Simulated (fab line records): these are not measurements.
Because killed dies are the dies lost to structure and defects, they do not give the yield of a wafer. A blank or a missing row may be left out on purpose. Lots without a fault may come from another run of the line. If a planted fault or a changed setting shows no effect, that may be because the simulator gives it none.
Shared-tool check -- flow gf180mcu -- Lots sampled 13, wafers sampled 39

WHAT PROMPTED THE OPENING
1 of 13 lots carry a flag on the reading MVSD_TW at GF_MVSD_TW_MEAS_11. Wafers without a fault read 1593, standard deviation 9.
Rule: a lot is flagged in two cases, either no wafer of it has a number, or all its wafers with numbers fall more than 4 standard deviations from that mean. All remaining lots are regarded as sound.

lot,measured,on,"MVSD_TW, wafer by wafer",flag
L249,day 4 18:25,filmMetro-03,1596 1595 1585,
L250,day 4 21:32,filmMetro-04,1608 1594 1599,
L251,day 5 05:32,filmMetro-04,1602 1611 1595,
L252,day 5 10:44,filmMetro-04,1596 1598 1593,
L257,day 6 15:23,filmMetro-04,1595 1602 1607,
L258,day 6 23:21,filmMetro-04,1609 1601 1601,
L259,day 7 03:52,filmMetro-03,1582 1585 1575,
L260,day 7 10:05,filmMetro-02,1582 1584 1583,
L261,day 7 12:23,filmMetro-02,1581 1579 1580,
L262,day 7 19:47,filmMetro-02,1592 1588 1584,
L264,day 8 04:26,filmMetro-02,1603 1615 1607,
L265,day 8 11:05,filmMetro-04,30 30 30,FLAGGED
L270,day 10 02:02,filmMetro-04,1586 1586 1597,
The numbers of the flagged lots are 30 on average: -1563 against the usual, or -99 or more standard deviations.

WHICH TOOL EACH LOT WENT THROUGH
2 process steps preceding the reading are held in the record, out of 602 steps in the route. Read each cell as the tool, then ch plus the chambers that the sampled wafers visited, then the start.
lot,flag,GF_LVPWELL_STRIP_10,GF_MVSD_STRIP_10
L249,,"plasmaAsher-02 ch 0,1, day 4 03:46","plasmaAsher-03 ch 0,1, day 4 18:19"
L250,,"plasmaAsher-04 ch 0,1, day 4 07:07","plasmaAsher-01 ch 0,1, day 4 21:25"
L251,,"plasmaAsher-03 ch 0,1, day 4 15:09","plasmaAsher-01 ch 0,1, day 5 05:27"
L252,,"plasmaAsher-04 ch 0,1, day 4 20:03","plasmaAsher-02 ch 0,1, day 5 10:38"
L257,,"plasmaAsher-02 ch 0,1, day 6 00:30","plasmaAsher-03 ch 0,1, day 6 15:18"
L258,,"plasmaAsher-04 ch 0,1, day 6 08:28","plasmaAsher-01 ch 0,1, day 6 23:15"
L259,,"plasmaAsher-04 ch 0,1, day 6 12:16","plasmaAsher-01 ch 0,1, day 7 03:46"
L260,,"plasmaAsher-03 ch 0,1, day 6 17:33","plasmaAsher-03 ch 0,1, day 7 09:59"
L261,,"plasmaAsher-02 ch 1, day 6 20:36","plasmaAsher-02 ch 0,1, day 7 12:17"
L262,,"plasmaAsher-03 ch 0,1, day 7 04:07","plasmaAsher-01 ch 0,1, day 7 19:40"
L264,,"plasmaAsher-03 ch 0,1, day 7 11:56","plasmaAsher-02 ch 0,1, day 8 04:20"
L265,FLAGGED,"plasmaAsher-04 ch 0,1, day 7 18:25","plasmaAsher-03 ch 0,1, day 8 10:59"
L270,,"plasmaAsher-03 ch 0,1, day 9 07:48","plasmaAsher-03 ch 0, day 10 01:56"
These steps, and what they do:
- GF_LVPWELL_STRIP_10: strips in O2/N2.
- GF_MVSD_STRIP_10: strips in O2/N2.
- GF_MVSD_TW_MEAS_11

FLAGGED OVER TOTAL, TOOL BY TOOL (the gauges that took the reading come last)
step,tool,lots run,flagged,share of the flagged lots,sound lots run after its first flagged lot
GF_LVPWELL_STRIP_10,plasmaAsher-02,3,0,none,-
GF_LVPWELL_STRIP_10,plasmaAsher-03,5,0,none,-
GF_LVPWELL_STRIP_10,plasmaAsher-04,5,1,all,0
GF_MVSD_STRIP_10,plasmaAsher-01,5,0,none,-
GF_MVSD_STRIP_10,plasmaAsher-02,3,0,none,-
GF_MVSD_STRIP_10,plasmaAsher-03,5,1,all,1 (L270)
GF_MVSD_TW_MEAS_11,filmMetro-02,4,0,none,-
GF_MVSD_TW_MEAS_11,filmMetro-03,2,0,none,-
GF_MVSD_TW_MEAS_11,filmMetro-04,7,1,all,1 (L270)

THE TABLE: WHAT IT ALLOWS
Every flagged lot was run by 3 rows of the table: plasmaAsher-04 at GF_LVPWELL_STRIP_10, plasmaAsher-03 at GF_MVSD_STRIP_10 and filmMetro-04 at GF_MVSD_TW_MEAS_11.
- plasmaAsher-04 at GF_LVPWELL_STRIP_10 ran 5 lots, 1 of them flagged. A fault beginning between L259 (day 6 12:16), its last sound lot, and L265 (day 7 18:25), its first flagged one, fits the data. Its own readings lie more than 4 standard deviations out on every wafer of the flagged lots: oesProductAu.
- plasmaAsher-03 at GF_MVSD_STRIP_10 ran 5 lots, 1 of them flagged. Sound lots ran on it after the first flagged one (L270), which a lasting fault on the whole tool wouldn't allow. Its own readings lie more than 4 standard deviations out on every wafer of the flagged lots: stripTimeToEndpointS.
- filmMetro-04 at GF_MVSD_TW_MEAS_11 ran 7 lots, 1 of them flagged. Sound lots ran on it after the first flagged one (L270), which a lasting fault on the whole tool wouldn't allow.
Just one tool remains: plasmaAsher-04 at GF_LVPWELL_STRIP_10.

WHAT THE SIMULATOR HAD INSERTED
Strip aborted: plasmaAsher-04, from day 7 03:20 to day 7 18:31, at GF_LVPWELL_STRIP_10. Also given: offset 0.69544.
Lots struck among those shown: L265. The rule above reached the same finding.
